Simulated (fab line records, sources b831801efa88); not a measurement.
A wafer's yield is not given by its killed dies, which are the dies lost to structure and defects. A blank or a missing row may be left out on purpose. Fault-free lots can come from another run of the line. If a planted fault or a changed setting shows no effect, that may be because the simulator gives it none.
Struck lot and sound lot, side by side + flow sky130 + 14 out of 708 route steps
Sound: these wafers, L652.1, L652.4, L652.5. The struck wafers were L655.2, L655.5, L655.6. At the end, the cause is stated.
Order at every step that has rows: each side's tool, ch and its chambers, its first start. Under that, the readings that differ: sound wafers + struck wafers + difference of the means + sigmas: that difference in standard deviations of wafers without a fault.
alike: a reading whose means differ by less than 2 such deviations, as well as words and numbers matching on both sides. not compared: withheld readings; readings where some wafer has no value; bounds like >300 that might hide an equal value; numbers whose values overlap and for which the record gives no deviation.
A row with sigmas, a row that says differs or no value, or rows on one side alone: a step with any of these is where the two part. Numbers that don't overlap but have no deviation are shown without sigmas and don't part them. A reading missing from all wafers of one side parts the sides only when that side holds two or more wafers.

first, 5 steps without rows for these wafers: SKY_SD_N_COAT_02 (resist thk 1140 nm); SKY_SD_N_SOFTBAKE_03 (time 60 s); SKY_SD_N_EXPOSE_04 (exposes mask NSDM, target cd 380 nm); SKY_SD_N_PEB_05; SKY_SD_N_DEVELOP_06 (develop time 60 s).
SKY_SD_N_CD_MEAS_07 targets a cd of 380 nm.
  struck on cd-sem-01, day 33 01:56; sound on cd-sem-01, day 32 02:40
  alike: cd-nm
SKY_SD_N_OVL_MEAS_08:
  struck on overlay-02, day 33 02:02; sound on overlay-02, day 32 02:47
  alike: SD_N_OVL
then, 2 steps without rows for these wafers: SKY_SD_N_IMPLANT_09; SKY_SD_N_IMPLANT_10.
SKY_SD_N_STRIP_11: strips in O2/N2.
  sound on plasma-asher-01 ch 1, day 32 03:08; struck on plasma-asher-01 ch 0,1, day 33 02:22
| reading                      | sound             | struck            | difference | sigmas |
|------------------------------|-------------------|-------------------|------------|--------|
| strip-time-to-endpoint-s (s) | 22.56 22.56 22.54 | 22.66 22.61 22.68 | +0.10      | +2     |
  alike: drypump-motor-current-A, o2-flow-sccm, oes-product-au
  not compared: rf-hours-counter-h
SKY_SD_N_TW_MEAS_12:
  struck on film-metro-02, day 33 02:29; sound on film-metro-04, day 32 03:14
  alike: SD_N_TW
then, 1 step without rows for these wafers: SKY_SD_N_CLEAN_13 (cleans in SC1/SC2, time 150 s).
SKY_SD_N_RTA_14: time 2 s.
  sound on rtp-anneal-01 ch 0, day 32 03:20; struck on rtp-anneal-02 ch 0, day 33 02:35
| reading         | sound                | struck               | difference | sigmas      |
|-----------------|----------------------|----------------------|------------|-------------|
| ramp-up-c-per-s | 150.02 150.01 149.96 | 45.049 44.992 44.981 | -104.989   | -99 or more |
  alike: chamber-o2-ppm, lamp-power-pct, wafer_temp_C_max
-- record jumps: 16 days separate the struck wafers' starts on either side; left off in module SD_N, taken up again in module PAD_OPEN, whose first shown step is the route's number 708 --
SKY_PAD_OPEN_PROBE_99:
  struck on prober-01, day 49 11:26; sound on prober-02, day 48 18:13
| reading                              | sound             | struck            | difference | sigmas |
|--------------------------------------|-------------------|-------------------|------------|--------|
| model.etest.res-xhigh-po.line-ohm-um | 5628 5670 5525    | 5080 4956 5010    | -592       |        |
| model.etest.res-xhigh-po.rs-ohm-sq   | 1985 1962 1918    | 1791 1754 1745    | -192       |        |
| model.etest.res-high-po.line-ohm-um  | 741.5 751 735.6   | 685.9 661.3 677.7 | -67.7      |        |
| model.etest.licon-high-po.rc-ohm     | 357.6 357.4 344   | 310.8 316.4 304.6 | -42.4      |        |
| model.etest.res-high-po.rs-ohm-sq    | 262.9 257.4 255.4 | 241.4 237.5 235.8 | -20.3      |        |
| model.etest.res-pdiff-hv.rs-ohm-sq   | 194.3 192.9 193.3 | 180.6 181.6 180.8 | -12.5      |        |
| model.etest.res-pdiff.rs-ohm-sq      | 198.7 200.4 199.4 | 186.4 186.9 186.4 | -12.9      |        |
  alike: killed_at_M0_to_M3, killed_at_M4_up, killed-at-contacts, killed-at-front-end, killed-at-other, killed-dies, killed-open, killed-short
  not compared: model.etest.res-pdiff.line-ohm-um

## WHERE THEY PART
First at SKY_SD_N_STRIP_11; last, within this record, at SKY_SD_N_RTA_14. Later steps at which nothing parts them and some readings are alike: SKY_PAD_OPEN_PROBE_99.

WHY: what the simulator had put in
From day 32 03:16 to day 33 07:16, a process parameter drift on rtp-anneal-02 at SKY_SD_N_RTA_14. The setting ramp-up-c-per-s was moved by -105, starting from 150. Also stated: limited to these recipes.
